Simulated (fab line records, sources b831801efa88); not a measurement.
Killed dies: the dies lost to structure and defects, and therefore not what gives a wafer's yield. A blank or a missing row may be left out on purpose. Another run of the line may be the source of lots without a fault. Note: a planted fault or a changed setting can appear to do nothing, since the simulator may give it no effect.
fab line records	flow sky130
record: lots: 12	wafers: 36	lastDay: 50
route steps=708 shown GATE_OXIDE@189 POLY_GATE@232 LDD_HVN@275 SPACER@305
lots with no fault: from the same line, run without faults
startH: the number of hours between the record's first day and the start of the first shown wafer of the lot	waitH: hours elapsed since this lot's preceding step	" the same as in the row above	L1.1+2: several wafers, shown together as one row	- no value present, or no start provided	* or withheld: withheld	< > ~ a bound
route shown NAME@n: names a module that has steps shown in the file, with the first one's number in the route	usual: the fault-free wafers' mean and standard deviation	same: alike in all rows	chamber/n: place in a boat	sites: each site's reading	_std_site: the standard deviation of these	_edge_site: inner sites' mean taken away from outer sites' mean	radiusMm: how far each site lies from the wafer's centre	mask NAME#n: copy n	behind: the most recent tool/chamber to have shaped the wafer	hold: the reason the lot was held/the length of the hold in hours/how it ended	device: the n, p or np transistor that did not switch	end of line: tests of these same wafers at the route's end	for a step that has no rows: nothing shown but its recipe	killed: at the first sort, the dies lost to defects and structure; wafer yield is something else	map: shows each die of a wafer: x if killed, . if not, _ if none is there
set.NAME: the run value of the setting; set.NAME@STEP: its run value at that earlier step	model.NAME: the simulator's own value behind a step, which no gauge read
steps of the route over a sample of lots; a table a step, a row a wafer
services: the hour from which a tool's chamber was out of use, counted from the record's first day as startH (under 0 if before that day), plus the number of hours and why
== steps ==
step: SKY_GATE_OXIDE_THK_MEAS_02
recipe: reads: SiO2_of_GATE_OXIDE_OXIDATION_01
usual: GATE_OXIDE_OXIDATION_00_THK: 10.17/0.17
lot.wafer	tool	chamber	startH	waitH	GATE_OXIDE_OXIDATION_00_THK[nm]
L577.1	filmMetro-03	-	283.61	0.0	10.12
L577.4	"	-	"	"	10.19
L577.5	"	-	"	"	10.39
L578.1	filmMetro-04	-	298.85	0.0	10.38
L578.3	"	-	"	"	10.26
L578.5	"	-	"	"	10.21
L579.1	filmMetro-03	-	307.88	0.0	10.10
L579.4	"	-	"	"	9.99
L579.5	"	-	"	"	10.16
L583.3	filmMetro-03	-	344.52	0.0	10.06
L583.5	"	-	"	"	10.00
L583.6	"	-	"	"	9.94
L584.1	filmMetro-02	-	350.82	0.0	9.97
L584.3	"	-	"	"	10.04
L584.5	"	-	"	"	9.99
L585.1	filmMetro-04	-	350.82	0.0	10.45
L585.5	"	-	"	"	10.25
L585.6	"	-	"	"	10.39
L586.1	filmMetro-02	-	363.98	0.0	10.26
L586.3	"	-	"	"	10.27
L586.5	"	-	"	"	10.28
L589.1	filmMetro-02	-	395.90	0.0	10.10
L589.2	"	-	"	"	10.12
L589.4	"	-	"	"	10.03
L594.2	filmMetro-04	-	443.13	0.0	10.24
L594.5	"	-	"	"	10.25
L594.6	"	-	"	"	10.27
L595.2	filmMetro-03	-	444.54	0.0	10.34
L595.3	"	-	"	"	10.14
L595.5	"	-	"	"	10.21
L598.1	filmMetro-02	-	464.06	0.0	9.93
L598.3	"	-	"	"	9.89
L598.6	"	-	"	"	9.94
L599.1	filmMetro-03	-	470.49	0.0	10.19
L599.2	"	-	"	"	10.14
L599.4	"	-	"	"	10.41
step: SKY_POLY_GATE_STRIP_18
recipe: chemistry: O2/N2	powerW: 1400	pressureMtorr: 1500	platenTempC: withheld	o2FlowSccm: 3000	n2FlowSccm: 300	overashFraction: 0.5
usual: drypumpMotorCurrentA: 5.6/0.47	oesProductAu: 0.360/0.005	stripTimeToEndpointS: 3.16/0.035
same: overashFraction: 0.5
lot.wafer	tool	chamber	startH	waitH	drypumpMotorCurrentA	oesProductAu	rfHoursCounterH	stripTimeToEndpointS
L577.1	plasmaAsher-04	0	369.75	0.0	5.1	0.353	68	3.15
L577.4	"	1	"	"	5.7	0.365	-	3.13
L577.5	"	0	"	"	5.1	0.358	-	3.12
L578.1	plasmaAsher-04	1	388.98	0.0	5.7	0.365	70	3.17
L578.3	"	1	"	"	5.7	0.360	-	3.11
L578.5	"	0	"	"	5.1	0.362	-	3.21
L579.1	plasmaAsher-02	0	401.00	0.0	5.7	0.361	59	3.15
L579.4	"	0	"	"	5.7	0.366	-	3.17
L579.5	"	1	"	"	5.5	0.348	-	3.17
L583.3	plasmaAsher-03	0	440.62	0.1	6.5	0.353	-	3.19
L583.5	"	0	"	"	6.5	0.360	-	3.20
L583.6	"	1	"	"	5.0	0.362	-	3.19
L584.1	plasmaAsher-02	1	444.33	0.0	5.5	0.361	63	3.18
L584.3	"	1	"	"	5.4	0.362	-	3.10
L584.5	"	1	"	"	5.5	0.355	-	3.17
L585.1	plasmaAsher-03	0	444.68	0.0	6.5	0.367	1	3.14
L585.5	"	1	"	"	5.0	0.353	-	3.17
L585.6	"	0	"	"	6.5	0.365	-	3.15
L586.1	plasmaAsher-03	0	459.80	0.0	6.5	0.353	3	3.16
L586.3	"	1	"	"	5.0	0.366	-	3.21
L586.5	"	1	"	"	5.0	0.362	-	3.16
L589.1	plasmaAsher-02	1	493.57	0.1	5.4	0.362	69	3.15
L589.2	"	0	"	"	5.7	0.366	69	3.15
L589.4	"	0	"	"	5.7	0.364	-	3.12
L594.2	plasmaAsher-02	1	540.40	0.0	5.4	0.368	72	3.20
L594.5	"	1	"	"	5.5	0.359	-	3.15
L594.6	"	0	"	"	5.7	0.366	-	3.19
L595.2	plasmaAsher-04	1	542.25	0.0	5.7	0.364	85	3.15
L595.3	"	0	"	"	5.1	0.363	-	3.14
L595.5	"	1	"	"	5.7	0.364	-	3.13
L598.1	plasmaAsher-04	1	559.64	0.0	5.7	0.356	87	3.11
L598.3	"	0	"	"	5.1	0.352	-	3.11
L598.6	"	1	"	"	5.7	0.362	-	3.11
L599.1	plasmaAsher-04	1	565.10	0.0	5.7	0.356	88	3.15
L599.2	"	0	"	"	5.1	0.360	88	3.19
L599.4	"	0	"	"	5.1	0.366	-	3.24
step: SKY_LDD_HVN_IMPLANT_08
recipe: species: P	energyKev: 60	doseCm2: 3e+13	tiltDeg: 40
usual: doseIonsCm2: 3e+13/2.8e+10	faradayCurrentUA: 170/3.3
lot.wafer	tool	chamber	startH	waitH	doseIonsCm2	faradayCurrentUA
L577.1	implanter-04	0	462.47	0.0	2.9967e+13	169
L577.4	"	0	"	"	3.0012e+13	170
L577.5	"	0	"	"	2.9966e+13	173
L578.1	implanter-04	0	484.42	0.0	3.0005e+13	167
L578.3	"	0	"	"	3.0005e+13	170
L578.5	"	0	"	"	2.9978e+13	170
L579.1	implanter-01	0	496.72	0.0	3.0006e+13	173
L579.4	"	0	"	"	3.0039e+13	169
L579.5	"	0	"	"	2.9998e+13	171
L583.3	implanter-04	0	535.37	0.1	2.9962e+13	169
L583.5	"	0	"	"	2.9973e+13	166
L583.6	"	0	"	"	3.003e+13	172
L584.1	implanter-01	0	536.57	0.0	2.9983e+13	165
L584.3	"	0	"	"	2.9954e+13	167
L584.5	"	0	"	"	3.0038e+13	166
L585.1	implanter-04	0	538.07	0.0	3.0013e+13	171
L585.5	"	0	"	"	3.0007e+13	167
L585.6	"	0	"	"	3.0007e+13	168
L586.1	implanter-01	0	553.30	0.0	2.9962e+13	168
L586.3	"	0	"	"	2.9969e+13	168
L586.5	"	0	"	"	2.9967e+13	170
L589.1	implanter-01	0	586.82	0.0	1.8874e+13	108
L589.2	"	0	"	"	1.8833e+13	106
L589.4	"	0	"	"	1.884e+13	108
L594.2	implanter-02	0	631.00	0.0	3.0001e+13	169
L594.5	"	0	"	"	2.9973e+13	174
L594.6	"	0	"	"	3.0044e+13	172
L595.2	implanter-01	0	633.35	0.0	1.8878e+13	107
L595.3	"	0	"	"	1.8843e+13	107
L595.5	"	0	"	"	1.8848e+13	108
L598.1	implanter-02	0	649.97	0.0	2.9978e+13	172
L598.3	"	0	"	"	2.9987e+13	170
L598.6	"	0	"	"	2.997e+13	170
L599.1	implanter-02	0	655.07	0.0	3.0017e+13	171
L599.2	"	0	"	"	2.9973e+13	170
L599.4	"	0	"	"	3.0011e+13	171
step: SKY_LDD_HVN_TW_MEAS_10
usual: LDD_HVN_TW: 1430/22
lot.wafer	tool	chamber	startH	waitH	hold	LDD_HVN_TW
L577.1	filmMetro-01	-	462.72	0.1	-	1480
L577.4	"	-	"	"	-	1479
L577.5	"	-	"	"	-	1473
L578.1	filmMetro-01	-	484.67	0.1	-	1473
L578.3	"	-	"	"	-	1473
L578.5	"	-	"	"	-	1470
L579.1	filmMetro-04	-	496.97	0.1	-	1412
L579.4	"	-	"	"	-	1407
L579.5	"	-	"	"	-	1420
L583.3	filmMetro-02	-	535.59	0.1	-	1426
L583.5	"	-	"	"	-	1428
L583.6	"	-	"	"	-	1423
L584.1	filmMetro-02	-	536.82	0.1	-	1425
L584.3	"	-	"	"	-	1425
L584.5	"	-	"	"	-	1414
L585.1	filmMetro-02	-	538.32	0.1	-	1424
L585.5	"	-	"	"	-	1423
L585.6	"	-	"	"	-	1420
L586.1	filmMetro-01	-	553.55	0.1	-	1474
L586.3	"	-	"	"	-	1470
L586.5	"	-	"	"	-	1473
L589.1	filmMetro-04	-	587.07	0.1	awaitDispo/0.2h/release	1216
L589.2	"	-	"	"	awaitDispo/0.2h/release	1207
L589.4	"	-	"	"	awaitDispo/0.2h/release	1209
L589.1	filmMetro-04	-	587.30	0.2	-	1208
L589.2	"	-	"	"	-	1213
L589.4	"	-	"	"	-	1215
L594.2	filmMetro-04	-	631.23	0.1	-	1411
L594.5	"	-	"	"	-	1414
L594.6	"	-	"	"	-	1410
L595.2	filmMetro-02	-	633.58	0.1	awaitDispo/0.2h/release	1235
L595.3	"	-	"	"	awaitDispo/0.2h/release	1240
L595.5	"	-	"	"	awaitDispo/0.2h/release	1235
L595.2	filmMetro-02	-	633.81	0.2	-	1235
L595.3	"	-	"	"	-	1240
L595.5	"	-	"	"	-	1229
L598.1	filmMetro-02	-	650.22	0.1	-	1420
L598.3	"	-	"	"	-	1421
L598.6	"	-	"	"	-	1417
L599.1	filmMetro-01	-	655.32	0.1	-	1470
L599.2	"	-	"	"	-	1468
L599.4	"	-	"	"	-	1475
step: SKY_SPACER_THK_MEAS_01
recipe: reads: Si3N4_of_SPACER_CVD_00
usual: SPACER_CVD_00_THK: 43.0/0.45
lot.wafer	tool	chamber	startH	waitH	SPACER_CVD_00_THK[nm]
L577.1	filmMetro-02	-	525.69	0.0	42.8
L577.4	"	-	"	"	43.1
L577.5	"	-	"	"	43.3
L578.1	filmMetro-04	-	547.25	0.0	43.0
L578.3	"	-	"	"	43.3
L578.5	"	-	"	"	43.4
L579.1	filmMetro-03	-	560.04	0.0	42.3
L579.4	"	-	"	"	42.5
L579.5	"	-	"	"	42.1
L583.3	filmMetro-04	-	596.86	0.0	43.2
L583.5	"	-	"	"	42.6
L583.6	"	-	"	"	43.0
L584.1	filmMetro-04	-	598.04	0.0	42.6
L584.3	"	-	"	"	42.3
L584.5	"	-	"	"	42.6
L585.1	filmMetro-02	-	599.25	0.0	43.1
L585.5	"	-	"	"	42.7
L585.6	"	-	"	"	42.8
L586.1	filmMetro-04	-	613.99	0.0	42.7
L586.3	"	-	"	"	42.9
L586.5	"	-	"	"	42.5
L589.1	filmMetro-04	-	648.53	0.0	41.9
L589.2	"	-	"	"	41.9
L589.4	"	-	"	"	42.5
L594.2	filmMetro-04	-	690.67	0.0	43.3
L594.5	"	-	"	"	43.8
L594.6	"	-	"	"	43.4
L595.2	filmMetro-03	-	692.92	0.0	42.5
L595.3	"	-	"	"	42.8
L595.5	"	-	"	"	43.0
L598.1	filmMetro-04	-	710.16	0.0	42.5
L598.3	"	-	"	"	42.7
L598.6	"	-	"	"	43.0
L599.1	filmMetro-03	-	714.33	0.0	43.2
L599.2	"	-	"	"	43.3
L599.4	"	-	"	"	43.2
== services ==
tool	chamber	startH	hours	kind
implanter-01	-	357.76	8.8	repair
implanter-01	-	366.13	2.1	repair
implanter-01	-	392.14	51.8	pm
plasmaAsher-03	-	398.08	4.0	repair
plasmaAsher-03	-	421.25	9.0	pm
plasmaAsher-03	0	421.25	9.0	ventCycle
plasmaAsher-03	1	421.25	9.0	ventCycle
implanter-02	-	421.26	3.1	pm
plasmaAsher-03	0	430.25	-	clean
plasmaAsher-03	1	430.25	-	clean
implanter-02	-	449.41	5.2	pm
plasmaAsher-04	-	466.99	4.4	repair
plasmaAsher-03	-	491.41	2.8	pm
implanter-04	-	492.16	1.7	repair
implanter-02	-	492.61	4.0	repair
implanter-02	-	492.80	5.7	repair
plasmaAsher-02	-	513.27	4.5	repair
implanter-01	-	540.83	0.6	repair
implanter-04	-	565.57	8.4	pm
plasmaAsher-04	-	577.74	1.3	repair
implanter-01	-	590.88	1.1	repair
plasmaAsher-04	-	606.64	2.8	pm
implanter-02	-	633.96	6.1	repair
== key ==
firstSign: step: SKY_LDD_HVN_IMPLANT_08	reading: doseIonsCm2	direction: down	sigmas: 99+	usual: *	struck: *
effect: step: SKY_LDD_HVN_IMPLANT_08	reading: faradayCurrentUA	direction: down	sigmas: 19	usual: 170	struck: 107
effect: step: SKY_LDD_HVN_TW_MEAS_10	reading: visit	direction: added
effect: step: SKY_LDD_HVN_TW_MEAS_10	reading: LDD_HVN_TW	direction: down	sigmas: 9.4	usual: 1430	struck: 1224
metAt SKY_LDD_HVN_IMPLANT_08
struckLots L589,L595
testerLeftOut L589,L595
notActingAt SKY_GATE_OXIDE_THK_MEAS_02,SKY_POLY_GATE_STRIP_18,SKY_SPACER_THK_MEAS_01
onsetBetween 553.30 586.82
fault: kind: processParameterDrift	tool: implanter-01	chamber: -	onsetH: 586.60	steps: SKY_LDD_HVN_IMPLANT_08	channel: doseCm2	offset: *	shape: step	endH: 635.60	actsIn: *	stated: *
testerLeftOut: of these lots the tester's yield and bins aren't shown, on N5 and GAA mostly nor the transistor test; their killed dies are dies lost to structure and defects alone, not to doping, threshold or leakage, so they don't give the yield
